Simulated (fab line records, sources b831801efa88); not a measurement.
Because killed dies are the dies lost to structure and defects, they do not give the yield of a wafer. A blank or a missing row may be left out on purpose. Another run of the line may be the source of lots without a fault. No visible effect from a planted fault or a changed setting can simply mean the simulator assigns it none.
A lot that was struck, set against a sound lot	flow sky130	15 out of 708 route steps
Sound: the wafers L809.1, L809.2, L809.3. Wafers struck: L805.3, L805.4, L805.6. The cause comes at the end.
For every step that has rows: the tool of each side, followed by ch and its chambers, followed by its first start. Under that, the readings that differ: sound wafers	struck wafers	difference of the means	sigmas: that difference in standard deviations of wafers without a fault.
alike: readings with means less than 2 such deviations apart, plus words and numbers identical on both sides. not compared: withheld readings, readings lacking a value on some wafer, bounds such as >300 that could conceal the same value, and numbers that have no deviation in the record and whose values overlap.
Wherever a step has rows on one side only, a row that says differs or no value, or a row with sigmas, the two part there. Non-overlapping numbers with no deviation appear without sigmas and do not part them. A reading that every wafer of one side lacks parts them only if that side has two wafers or more.

SKY_PASSIVATION_THK_MEAS_01:
  sound on film-metro-04 at day 47 01:59; struck on film-metro-02 at day 45 17:26
  alike: PASSIVATION_CVD_00_THK
SKY_PASSIVATION_CVD_02: deposits Si3N4, target thk 540 nm.
  sound on pecvd-04 ch 0,1,2, day 47 02:03; struck on pecvd-04 ch 0,1, day 45 17:28
  alike: heater-power-outer-w, heater-power-w
SKY_PASSIVATION_THK_MEAS_03:
  sound on film-metro-02 at day 47 02:16; struck on film-metro-02 at day 45 17:43
reading	sound	struck	difference	sigmas
PASSIVATION_CVD_02_THK (nm)	540 531 526	540 554 550	+16	+2
then, 7 steps without rows for these wafers: SKY_PASSIVATION_DEHYDRATE_04 (time 60 s); SKY_PASSIVATION_HMDS_05 (prime time 60 s); SKY_PASSIVATION_COAT_06 (resist thk 3000 nm); SKY_PASSIVATION_SOFTBAKE_07; SKY_PASSIVATION_EXPOSE_08 (exposes mask NSM, target cd 3000 nm); SKY_PASSIVATION_PEB_09; SKY_PASSIVATION_DEVELOP_10 (develop time 60 s).
SKY_PASSIVATION_ETCH_11: etches the open film in CF4/O2, stops on AlCu, target depth 725 nm, time 161.1 s.
  sound on rie-diel-04 ch 1,2,3, day 47 21:47; struck on rie-diel-04 ch 0,2,3, day 46 14:44
  alike: chamber-pressure-mTorr, drypump-motor-current-A, oes-product-au, throttle-valve-pct
  not compared: rf-hours-counter-h
SKY_PASSIVATION_STRIP_12: strips in O2/N2.
  sound on plasma-asher-04 ch 0,1, day 47 21:53; struck on plasma-asher-03 ch 0,1, day 46 14:53
  alike: chamber-pressure-mTorr, drypump-motor-current-A, oes-product-au, strip-time-to-endpoint-s
  not compared: rf-hours-counter-h
SKY_PAD_OPEN_DEHYDRATE_00: time 60 s.
  sound on litho-track-01 ch 0, day 48 07:05; struck on litho-track-04 ch 0, day 47 00:38
reading	sound	struck	difference	sigmas
run-length-s (s)	89.73 89.46 89.37	96.02 96.13 96.18	+6.59	+33
then, 1 step without rows for these wafers: SKY_PAD_OPEN_HMDS_01 (prime time 60 s).
SKY_PAD_OPEN_PROBE_99:
  sound on prober-02 at day 48 18:42; struck on prober-02 at day 47 13:13
  alike: defect-limited-yield, killed_at_M0_to_M3, killed_at_M4_up, killed-at-contacts, killed-at-front-end, killed-at-other, killed-dies, killed-open, killed-short, sort_bin_3_pad_short, sort_bin_5_function, sort_bin_6_memory, sort-n-pass, sort-yield-pct

WHERE THEY PART
At SKY_PASSIVATION_THK_MEAS_03 first; at SKY_PAD_OPEN_DEHYDRATE_00 last (within this record only). Later steps at which nothing parts them and some readings are alike: SKY_PAD_OPEN_PROBE_99.

WHY: the cause the simulator had injected
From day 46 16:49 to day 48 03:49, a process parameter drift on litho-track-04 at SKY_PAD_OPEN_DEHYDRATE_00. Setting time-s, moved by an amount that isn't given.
